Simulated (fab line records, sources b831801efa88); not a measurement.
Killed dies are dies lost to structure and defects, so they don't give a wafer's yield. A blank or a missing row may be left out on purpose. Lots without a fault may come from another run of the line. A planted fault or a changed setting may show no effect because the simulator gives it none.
A struck lot beside a sound one | flow sky130 | 14 steps out of a route of 708
Sound: wafers L754.1, L754.3, L754.6. Struck: wafers L746.2, L746.3, L746.6. The cause comes at the end.
At each step with rows: each side's tool, then ch and its chambers, then its first start. Under that, the readings that differ: sound wafers | struck wafers | difference of the means | sigmas: that difference in standard deviations of wafers without a fault.
alike: readings whose means differ by less than 2 such deviations, and words and numbers that are the same on both sides. not compared: withheld readings, readings that some wafer has no value for, bounds like >300 that may hide the same value, and numbers for which the record gives no deviation and whose values overlap.
The two part at a step that has a row with sigmas, a row that says differs or no value, or rows on one side only. Numbers that don't overlap but have no deviation are shown without sigmas and don't part them. A reading that every wafer of one side lacks parts them only if that side has two wafers or more.

SKY_POLY_GATE_ETCH_15: etches BARC in N2/H2, stops on SiO2, time 118.5 s, target depth 110 nm.
  sound on rie_diel-02 ch 1,3, day 22 22:37; struck on rie_diel-01 ch 0,1,2, day 20 00:32
  alike: bias_w, drypump_motor_current_A, oes_product_au, throttle_valve_pct
  not compared: rf_hours_counter_h
SKY_POLY_GATE_ETCH_16: etches Si3N4 in CH3F/O2, stops on poly-Si, time 147.5 s, target depth 75 nm.
  sound on rie_diel-02 ch 1,3, day 22 22:41; struck on rie_diel-01 ch 0,1,2, day 20 00:37
  alike: bias_w, drypump_motor_current_A, oes_product_au, throttle_valve_pct
  not compared: rf_hours_counter_h
SKY_POLY_GATE_ETCH_17: etches poly-Si in HBr/Cl2, stops on SiO2, target depth 180 nm, time 70.5 s.
  sound on rie_si-01 ch 0,1,2, day 22 22:47; struck on rie_si-01 ch 0,2, day 20 00:43
  alike: bias_w, drypump_motor_current_A, he_backside_leak_sccm, oes_product_au, throttle_valve_pct
  not compared: rf_hours_counter_h
SKY_POLY_GATE_STRIP_18: strips in O2/N2.
  sound on plasma_asher-01 ch 1, day 22 22:51; struck on plasma_asher-04 ch 0, day 20 00:46
  reading                     | sound       | struck      | difference | sigmas
  drypump_motor_current_A (A) | 6.5 6.5 6.5 | 5.0 5.0 5.1 | -1.5       | -3
  alike: oes_product_au, strip_time_to_endpoint_s
  not compared: rf_hours_counter_h
then, 2 steps without rows for these wafers: SKY_POLY_GATE_CLEAN_19 (cleans in SC1/SC2, time 150 s); SKY_POLY_GATE_OXIDATION_20 (stabilise 600 s, purge 300 s, target thk 4 nm).
SKY_POLY_GATE_THK_MEAS_21:
  sound on film_metro-01, day 23 00:15; struck on film_metro-01, day 20 02:16
  alike: POLY_GATE_OXIDATION_THK
SKY_POLY_GATE_CD_MEAS_22:
  sound on cd_sem-02, day 23 00:19; struck on cd_sem-02, day 20 02:21
  alike: cd_nm
then, 4 steps without rows for these wafers: SKY_LDD_N_DEHYDRATE_00 (time 60 s); SKY_LDD_N_HMDS_01 (prime time 60 s); SKY_LDD_N_COAT_02 (resist thk 300 nm); SKY_LDD_N_SOFTBAKE_03 (time 60 s).
SKY_LDD_N_EXPOSE_04: exposes mask NTM, target cd 840 nm.
  sound on iline_stepper-01 ch 0, day 23 14:56; struck on iline_stepper-02, day 20 17:29
  no value came back on the struck wafers for exposure_dose_mJ_cm2, focus_offset_nm (nm), sigma_outer; on the sound wafers exposure_dose_mJ_cm2 reads 109.91 109.86 109.88
  alike: mask
then, 1 step without rows for these wafers: SKY_LDD_N_PEB_05.

WHERE THEY PART
First at SKY_POLY_GATE_STRIP_18; last, within this record, at SKY_LDD_N_EXPOSE_04.

WHY: what the simulator had put in
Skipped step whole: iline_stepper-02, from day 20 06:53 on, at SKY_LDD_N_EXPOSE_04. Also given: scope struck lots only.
